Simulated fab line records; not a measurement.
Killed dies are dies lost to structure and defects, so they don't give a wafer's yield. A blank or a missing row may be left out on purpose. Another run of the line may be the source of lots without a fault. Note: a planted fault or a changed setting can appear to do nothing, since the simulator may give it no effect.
Code-filled problem report in 8D (eight disciplines) form + flow gf180mcu + the parts of the form that need people (team, actions taken, sign-off) are left out

1. PROBLEM STATEMENT
At GF_DUAL_GATE_OXIDATION_15, tube-center-temp-C averages 854 C over 6 wafers from 2 lots, while fault-free wafers read 850 C, standard deviation 0.069. That puts it +56 standard deviations away from the usual mean.
The step: stabilise 600 s, purge 300 s, target thk 7.098 nm.
Seen first at day 11 08:13 on furnace-02, wafer L729.2. The record holds 33 wafers of 11 lots with a number at this step. Rule for "out", or "out of limits": more than 4 standard deviations from the usual mean. All remaining wafers that have a number are taken as sound.

2. WHAT IT IS AND WHAT IT IS NOT
| question                    | is                                         | is not                                                                                 |
|-----------------------------|--------------------------------------------|----------------------------------------------------------------------------------------|
| which readings at this step | tube-center-temp-C, tube_center_temp_C_max | -                                                                                      |
| which lots                  | L729, L731                                 | L719, L720, L721, L724, L727, L732, L735, L739, L742                                   |
| which wafers of those lots  | all that have a number                     | -                                                                                      |
| read on which tools         | furnace-02                                 | furnace-01                                                                             |
| when                        | from day 11 08:13                          | up to then (15 sound wafers); but 12 sound wafers of L732, L735, L739, L742 came after |

3. WHAT RULES OUT EACH SUSPECT
Counting: any tool at a process step up to the reading is kept as a suspect provided that every lot that is out went through it and no sound lot did after the first of them.
- rtp-anneal-02 at GF_VT_IMPLANT_RTA_45 (time 30 s): ruled out as a lasting fault. The sound lots L739 went through it after L729, its earliest lot that is out (day 10 06:19).
- furnace-02 at GF_DUAL_GATE_OXIDATION_15 (stabilise 600 s, purge 300 s, target thk 7.098 nm): ruled out as a lasting fault. The sound lots L742 went through it after L729, its earliest lot that is out (day 11 08:13).
Left after counting: nothing in the record.

4. THE CAUSE (what the simulator had put in)
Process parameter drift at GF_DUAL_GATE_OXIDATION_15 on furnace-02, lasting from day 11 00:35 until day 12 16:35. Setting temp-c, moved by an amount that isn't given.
Counting ruled it out, wrongly.

5. THE EFFECT CHAIN, in route order
Each row: a reading whose mean over the struck wafers that have a number lies more than 3 standard deviations from the usual. Only readings for which the record gives a usual standard deviation are gone through. hours: the time from each lot's start at the first step in this table that gives one to its start at this step, as a median over the lots. sigmas: the change in usual standard deviations.
| hours | step                      | reading                | usual   | on struck wafers | change | sigmas |
|-------|---------------------------|------------------------|---------|------------------|--------|--------|
| 0     | GF_DUAL_GATE_OXIDATION_15 | spike-tc-centre-C      | 851.3 C | 855.8            | +4.5   | +4.1   |
| 0     | GF_DUAL_GATE_OXIDATION_15 | spike-tc-lower-C       | 850.8 C | 855.7            | +4.9   | +4.1   |
| 0     | GF_DUAL_GATE_OXIDATION_15 | spike-tc-top-C         | 863.5 C | 867.5            | +4.0   | +4.1   |
| 0     | GF_DUAL_GATE_OXIDATION_15 | spike-tc-upper-C       | 850.0 C | 853.5            | +3.5   | +3.1   |
| 0     | GF_DUAL_GATE_OXIDATION_15 | tube-center-temp-C     | 850 C   | 854              | +4     | +56    |
| 0     | GF_DUAL_GATE_OXIDATION_15 | tube_center_temp_C_max | 852.2   | 855.9            | +3.7   | +11    |
Process steps it contains:
- GF_DUAL_GATE_OXIDATION_15: stabilise 600 s, purge 300 s, target thk 7.098 nm.
Later steps that measure or inspect, where all struck wafers having a row at the step show a number for every such reading and not one has moved that far: GF_HV_LDD_OVL_MEAS_32, GF_V3_THK_MEAS_01.

6. WHAT WOULD HAVE CAUGHT IT SOONER
In this record the first reading out of limits was taken at day 11 08:13, 8 hours after the fault began at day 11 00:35.
